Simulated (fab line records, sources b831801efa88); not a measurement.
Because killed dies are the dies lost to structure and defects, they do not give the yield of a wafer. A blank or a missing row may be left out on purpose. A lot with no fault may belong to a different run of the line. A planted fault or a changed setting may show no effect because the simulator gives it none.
Matching of chambers / flow sky130 / SKY_SPACER_ETCHBACK_02 on rie diel-01: 4 sister chambers
The step etches Si3N4 in CH3F/O2, stops on SiO2, time 46.7 s, target depth 45 nm. 27 wafers are shown with their chamber, then 12 later ones without.

WAFERS, EACH WITH ITS CHAMBER
wafer=L074.2; chamber=0; ch3f flow sccm (sccm)=40.25; throttle valve pct (%)=10.561; oes product au (a.u.)=0.858
wafer=L074.3; chamber=1; ch3f flow sccm (sccm)=40.03; throttle valve pct (%)=10.547; oes product au (a.u.)=0.860
wafer=L074.5; chamber=1; ch3f flow sccm (sccm)=40.06; throttle valve pct (%)=10.565; oes product au (a.u.)=0.862
wafer=L076.1; chamber=0; ch3f flow sccm (sccm)=40.15; throttle valve pct (%)=10.555; oes product au (a.u.)=0.847
wafer=L076.2; chamber=1; ch3f flow sccm (sccm)=40.21; throttle valve pct (%)=10.555; oes product au (a.u.)=0.841
wafer=L076.4; chamber=2; ch3f flow sccm (sccm)=40.00; throttle valve pct (%)=10.562; oes product au (a.u.)=0.851
wafer=L077.2; chamber=0; ch3f flow sccm (sccm)=39.99; throttle valve pct (%)=10.549; oes product au (a.u.)=0.860
wafer=L077.4; chamber=2; ch3f flow sccm (sccm)=39.92; throttle valve pct (%)=10.559; oes product au (a.u.)=0.853
wafer=L077.5; chamber=1; ch3f flow sccm (sccm)=39.88; throttle valve pct (%)=10.569; oes product au (a.u.)=0.850
wafer=L080.1; chamber=2; ch3f flow sccm (sccm)=39.98; throttle valve pct (%)=10.559; oes product au (a.u.)=0.850
wafer=L080.4; chamber=0; ch3f flow sccm (sccm)=40.04; throttle valve pct (%)=10.569; oes product au (a.u.)=0.840
wafer=L080.6; chamber=0; ch3f flow sccm (sccm)=40.03; throttle valve pct (%)=10.556; oes product au (a.u.)=0.860
wafer=L082.2; chamber=2; ch3f flow sccm (sccm)=40.02; throttle valve pct (%)=10.572; oes product au (a.u.)=0.846
wafer=L082.5; chamber=0; ch3f flow sccm (sccm)=39.94; throttle valve pct (%)=10.566; oes product au (a.u.)=0.851
wafer=L082.6; chamber=1; ch3f flow sccm (sccm)=40.02; throttle valve pct (%)=10.565; oes product au (a.u.)=0.857
wafer=L084.1; chamber=2; ch3f flow sccm (sccm)=39.95; throttle valve pct (%)=10.571; oes product au (a.u.)=0.853
wafer=L084.3; chamber=3; ch3f flow sccm (sccm)=40.15; throttle valve pct (%)=10.565; oes product au (a.u.)=0.853
wafer=L084.4; chamber=1; ch3f flow sccm (sccm)=39.88; throttle valve pct (%)=10.555; oes product au (a.u.)=0.841
wafer=L086.3; chamber=1; ch3f flow sccm (sccm)=40.29; throttle valve pct (%)=10.546; oes product au (a.u.)=0.847
wafer=L086.4; chamber=2; ch3f flow sccm (sccm)=39.95; throttle valve pct (%)=10.573; oes product au (a.u.)=0.856
wafer=L086.5; chamber=1; ch3f flow sccm (sccm)=40.18; throttle valve pct (%)=10.562; oes product au (a.u.)=0.857
wafer=L089.1; chamber=1; ch3f flow sccm (sccm)=39.98; throttle valve pct (%)=10.554; oes product au (a.u.)=0.852
wafer=L089.2; chamber=2; ch3f flow sccm (sccm)=39.92; throttle valve pct (%)=10.540; oes product au (a.u.)=0.854
wafer=L089.3; chamber=3; ch3f flow sccm (sccm)=40.19; throttle valve pct (%)=10.552; oes product au (a.u.)=0.851
wafer=L090.1; chamber=2; ch3f flow sccm (sccm)=39.90; throttle valve pct (%)=10.558; oes product au (a.u.)=0.849
wafer=L090.4; chamber=3; ch3f flow sccm (sccm)=40.13; throttle valve pct (%)=10.573; oes product au (a.u.)=0.856
wafer=L090.6; chamber=3; ch3f flow sccm (sccm)=40.00; throttle valve pct (%)=10.566; oes product au (a.u.)=0.852

SIGNATURES (means of the wafers above)
reading=ch3f flow sccm; chamber 0=40.0667; chamber 1=40.0589; chamber 2=39.9550; chamber 3=40.1175; scatter within a chamber=0.106
reading=throttle valve pct; chamber 0=10.55933; chamber 1=10.55756; chamber 2=10.56175; chamber 3=10.56400; scatter within a chamber=0.00899
reading=oes product au; chamber 0=0.85267; chamber 1=0.85189; chamber 2=0.85150; chamber 3=0.85300; scatter within a chamber=0.00626
Rule: distance of a wafer from a chamber = root of the sum over the readings of ((wafer's reading minus chamber's mean) / reading's scatter) squared. The wafer belongs to the nearest chamber; if the next one is less than 2 further off, it can't be placed. The scatter: the root of (the sum of the squares of (reading less its chamber's mean) over the shown wafers, divided by (wafers less chambers)).

WAFERS MISSING THEIR CHAMBER
wafer=L093.1; ch3f flow sccm (sccm)=40.06; throttle valve pct (%)=10.562; oes product au (a.u.)=0.857
wafer=L093.3; ch3f flow sccm (sccm)=40.01; throttle valve pct (%)=10.570; oes product au (a.u.)=0.848
wafer=L093.6; ch3f flow sccm (sccm)=39.94; throttle valve pct (%)=10.558; oes product au (a.u.)=0.854
wafer=L094.1; ch3f flow sccm (sccm)=39.88; throttle valve pct (%)=10.560; oes product au (a.u.)=0.863
wafer=L094.3; ch3f flow sccm (sccm)=39.86; throttle valve pct (%)=10.574; oes product au (a.u.)=0.860
wafer=L094.5; ch3f flow sccm (sccm)=39.80; throttle valve pct (%)=10.563; oes product au (a.u.)=0.862
wafer=L096.2; ch3f flow sccm (sccm)=40.01; throttle valve pct (%)=10.551; oes product au (a.u.)=0.847
wafer=L096.5; ch3f flow sccm (sccm)=40.17; throttle valve pct (%)=10.553; oes product au (a.u.)=0.850
wafer=L096.6; ch3f flow sccm (sccm)=39.96; throttle valve pct (%)=10.556; oes product au (a.u.)=0.851
wafer=L097.2; ch3f flow sccm (sccm)=40.03; throttle valve pct (%)=10.562; oes product au (a.u.)=0.851
wafer=L097.3; ch3f flow sccm (sccm)=40.08; throttle valve pct (%)=10.568; oes product au (a.u.)=0.863
wafer=L097.4; ch3f flow sccm (sccm)=40.18; throttle valve pct (%)=10.576; oes product au (a.u.)=0.857

EACH ONE'S CHAMBER
wafer=L093.1; from the rows above=can't be placed: 0 or 3 or 1 or 2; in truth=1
wafer=L093.3; from the rows above=can't be placed: 2 or 3 or 0 or 1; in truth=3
wafer=L093.6; from the rows above=can't be placed: 2 or 1 or 0 or 3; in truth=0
wafer=L094.1; from the rows above=can't be placed: 2 or 0 or 1 or 3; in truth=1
wafer=L094.3; from the rows above=can't be placed: 2 or 0 or 3 or 1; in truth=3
wafer=L094.5; from the rows above=can't be placed: 2 or 0 or 1 or 3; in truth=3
wafer=L096.2; from the rows above=can't be placed: 1 or 0 or 2 or 3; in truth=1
wafer=L096.5; from the rows above=can't be placed: 1 or 0 or 3 or 2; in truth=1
wafer=L096.6; from the rows above=can't be placed: 2 or 1 or 0 or 3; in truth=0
wafer=L097.2; from the rows above=can't be placed: 0 or 1 or 2 or 3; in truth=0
wafer=L097.3; from the rows above=can't be placed: 3 or 0 or 1 or 2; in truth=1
wafer=L097.4; from the rows above=can't be placed: 3 or 0 or 1 or 2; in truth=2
Correct placement for 0 of the 12. These rows do not allow placing 12 (true chamber among the candidates in 12). Placed wrongly: 0.
